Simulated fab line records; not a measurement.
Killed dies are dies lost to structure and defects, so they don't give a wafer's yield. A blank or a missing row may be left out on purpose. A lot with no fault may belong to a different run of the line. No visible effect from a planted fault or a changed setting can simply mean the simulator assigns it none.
Struck lot and sound lot, side by side ; flow sky130 ; 18 steps out of a route of 708
Sound: these wafers, L698.3, L698.4, L698.5. Wafers L705.3, L705.4, L705.6 were the ones struck. The cause is named last.
For every step that has rows: the tool of each side, followed by ch and its chambers, followed by its first start. Under that, the readings that differ: sound wafers ; struck wafers ; difference of the means ; sigmas: that difference in standard deviations of wafers without a fault.
alike: words and numbers the same on both sides, and readings whose means are apart by under 2 such deviations; not compared: readings that were withheld, readings missing a value for some wafer, numbers with overlapping values and no deviation given by the record, and bounds like >300 which may hide the same value.
A row with sigmas, a row that says differs or no value, or rows on one side alone: a step with any of these is where the two part. Numbers that have no deviation but don't overlap get no sigmas and don't part them. A reading missing from all wafers of one side parts the sides only when that side holds two or more wafers.

first, 1 step without rows for these wafers: SKY_PWDE_IMPLANT_08.
SKY_PWDE_STRIP_09: strips in O2/N2.
  sound on plasmaAsher-03 ch 0,1, day 4 20:21; struck on plasmaAsher-03 ch 0,1, day 6 09:39
  alike: drypumpMotorCurrentA, o2FlowSccm, oesProductAu, stripTimeToEndpointS
  not compared: rfHoursCounterH
SKY_PWDE_TW_MEAS_10:
  sound on filmMetro-01, day 4 20:26; struck on filmMetro-03, day 6 09:44
reading;sound;struck;difference;sigmas
PWDE_TW;372.0 373.2 373.6;379.0 375.4 378.6;+4.7;+2
then, 7 steps without rows for these wafers: SKY_NWELL_DEHYDRATE_03 (time 60 s); SKY_NWELL_HMDS_04 (prime time 60 s); SKY_NWELL_COAT_05 (resist thk 3000 nm); SKY_NWELL_SOFTBAKE_06; SKY_NWELL_EXPOSE_07 (exposes mask NWM, target cd 840 nm); SKY_NWELL_PEB_08; SKY_NWELL_DEVELOP_09 (develop time 60 s).
SKY_NWELL_OVL_MEAS_10:
  sound on overlay-02, day 5 14:44; struck on overlay-01, day 7 05:14
  alike: NWELL_00_OVL
then, 1 step without rows for these wafers: SKY_NWELL_IMPLANT_11.
SKY_NWELL_IMPLANT_12:
  sound on implanter-03 ch 0, day 5 14:57; struck on implanter-03 ch 0, day 7 05:27
reading;sound;struck;difference;sigmas
implantIonAmu;31 31 31;75 75 75;+44;
model.implant.rpNm (nm);147.1 147.1 147.1;69.88 69.88 69.88;-77.22;
then, 1 step without rows for these wafers: SKY_NWELL_IMPLANT_13.
SKY_NWELL_STRIP_14: strips in O2/N2.
  sound on plasmaAsher-02 ch 0,1, day 5 15:14; struck on plasmaAsher-03 ch 0,1, day 7 05:44
  alike: drypumpMotorCurrentA, o2FlowSccm, oesProductAu, stripTimeToEndpointS
  not compared: rfHoursCounterH
SKY_NWELL_TW_MEAS_15:
  sound on filmMetro-02, day 5 15:19; struck on filmMetro-01, day 7 05:49
reading;sound;struck;difference;sigmas
NWELL_TW;1814 1815 1811;1850 1846 1857;+38;+3
then, 1 step without rows for these wafers: SKY_NWELL_DEHYDRATE_16 (time 60 s).
-- the record jumps here: 42 days lie between the struck wafers' starts before and after (it left off in module NWELL and takes up again in module PAD_OPEN, whose first step shown is number 708 of the route) --
SKY_PAD_OPEN_PROBE_99:
  sound on prober-01, day 46 22:50; struck on prober-02, day 48 23:56
reading;sound;struck;difference;sigmas
killedOpen;66 62 66;44 51 47;-17;-2
model.etest.nfet_16v.rOnOhmUm;1.396e+04 1.411e+04 1.392e+04;1.296e+04 1.324e+04 1.313e+04;-8.867e+02;
model.etest.tipP.rsOhmSq;6720 6783 6744;7569 7612 7553;+829;
model.etest.pfet_16v.rOnOhmUm;1.527e+04 1.501e+04 1.533e+04;1.575e+04 1.593e+04 1.588e+04;+6.500e+02;
model.etest.pfetG5v0d10v5.rOnOhmUm;4792 4872 4794;5242 5333 5283;+467;
model.etest.pfet_01v8.rOnOhmUm;2824 2867 2880;3152 3164 3129;+291;
model.etest.tip_p_5v.rsOhmSq;2858 2862 2868;2937 2945 2954;+83;
model.etest.pfetG5v0d10v5.driveUaUm;335.7 334.1 338.3;307.5 300.9 310.4;-29.8;
model.etest.pfet_01v8_lvt.driveUaUm;173.9 173.5 173.4;136.9 135.7 138.1;-36.7;
  alike: killed_at_M0_to_M3, killed_at_M4_up, killedAtContacts, killedAtFrontEnd, killedAtOther, killedDies, killedShort

== WHERE THEY PART ==
Earliest at SKY_PWDE_TW_MEAS_10; latest, in this record, at SKY_PAD_OPEN_PROBE_99.

WHY: what had been put in by the simulator
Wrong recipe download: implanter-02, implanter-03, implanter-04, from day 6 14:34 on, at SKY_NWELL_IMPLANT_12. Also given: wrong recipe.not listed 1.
